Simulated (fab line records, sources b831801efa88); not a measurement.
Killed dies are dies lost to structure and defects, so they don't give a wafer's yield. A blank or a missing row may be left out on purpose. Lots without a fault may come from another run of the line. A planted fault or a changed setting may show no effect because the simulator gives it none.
Problem report in the 8D (eight disciplines) form, filled by code | flow sky130 | the parts of the form that need people (team, actions taken, sign-off) are left out

1. THE PROBLEM
killed_at_M4_up at SKY_PAD_OPEN_PROBE_99 reads a mean of 46.3 on 6 wafers of 2 lots; wafers without a fault read 3.2 with a standard deviation of 1.7. That is +25 standard deviations from the usual mean.
First seen on wafer L138.1, day 48 07:41, on prober-02. The record holds 36 wafers of 12 lots with a number at this step. Rule for "out", or "out of limits": more than 4 standard deviations from the usual mean. The other wafers with a number count as sound.

2. WHAT IT IS AND WHAT IT IS NOT
question                    | is                     | is not
which readings at this step | killed_at_M4_up        | killed_at_M0_to_M3, killed_at_front_end, killed_at_other, killed_open, killed_short, sort_bin_6_memory
which lots                  | L138, L139             | L128, L129, L130, L131, L134, L142, L146, L147, L150, L151
which wafers of those lots  | all that have a number | -
read on which tools         | prober-01, prober-02   | -
when                        | from day 48 07:41      | up to then (15 sound wafers); but 15 sound wafers of L142, L146, L147, L150, L151 came after

3. SUSPECTS, AND WHAT RULES EACH OUT
Counting: a tool at a process step up to the reading stays a suspect if it ran every lot that is out and no sound lot after the first of them.
- pvd_sputter-02 at SKY_METAL4_SPUTTER_01 (material TiN, target thk 20 nm, time 16.7 s): kept. It ran every lot that is out, first L138 (day 42 19:08), and no sound lot after that; its last sound lot up to then is L131 (day 40 16:28).
Left after counting: pvd_sputter-02 at SKY_METAL4_SPUTTER_01.

4. THE CAUSE (what the simulator had put in)
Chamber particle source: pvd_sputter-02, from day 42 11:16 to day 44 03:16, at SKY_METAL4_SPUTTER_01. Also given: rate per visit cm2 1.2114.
Counting left only this tool.

5. THE CHAIN OF EFFECTS, in route order
Each row: a reading whose mean over the struck wafers that have a number lies more than 3 standard deviations from the usual. Only readings for which the record gives a usual standard deviation are gone through. hours: the time from each lot's start at the first step in this table that gives one to its start at this step, as a median over the lots. sigmas: the change in usual standard deviations.
hours | step                  | reading              | usual  | on struck wafers | change | sigmas
0     | SKY_PAD_OPEN_PROBE_99 | defect_limited_yield | 82.5 % | 74.7             | -7.8   | -3.7
0     | SKY_PAD_OPEN_PROBE_99 | killed_at_M4_up      | 3.2    | 46.3             | +43.1  | +25
0     | SKY_PAD_OPEN_PROBE_99 | killed_dies          | 86     | 125              | +39    | +3.9
0     | SKY_PAD_OPEN_PROBE_99 | sort_bin_3_pad_short | 0.9 %  | 2.8              | +1.9   | +4.6
0     | SKY_PAD_OPEN_PROBE_99 | sort_bin_5_function  | 10.5 % | 15.5             | +5.0   | +3.1
0     | SKY_PAD_OPEN_PROBE_99 | sort_n_pass          | 406    | 367              | -39    | -3.9
0     | SKY_PAD_OPEN_PROBE_99 | sort_yield_pct       | 82.5 % | 74.7             | -7.8   | -3.7
The process steps in it:
- SKY_PAD_OPEN_PROBE_99

6. WHAT WOULD HAVE CAUGHT IT SOONER
In this record the first reading out of limits was taken at day 48 07:41, 140 hours after the fault began at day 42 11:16.
Of the tool readings at SKY_METAL4_SPUTTER_01 for which the record gives a usual standard deviation, none was out on any struck wafer, so an alarm limit of 4 standard deviations on them would not have fired.
All the lots that are out (2) had begun SKY_METAL4_SPUTTER_01 on pvd_sputter-02 by day 48 07:41. A hold on the tool at that time would have spared none of them.
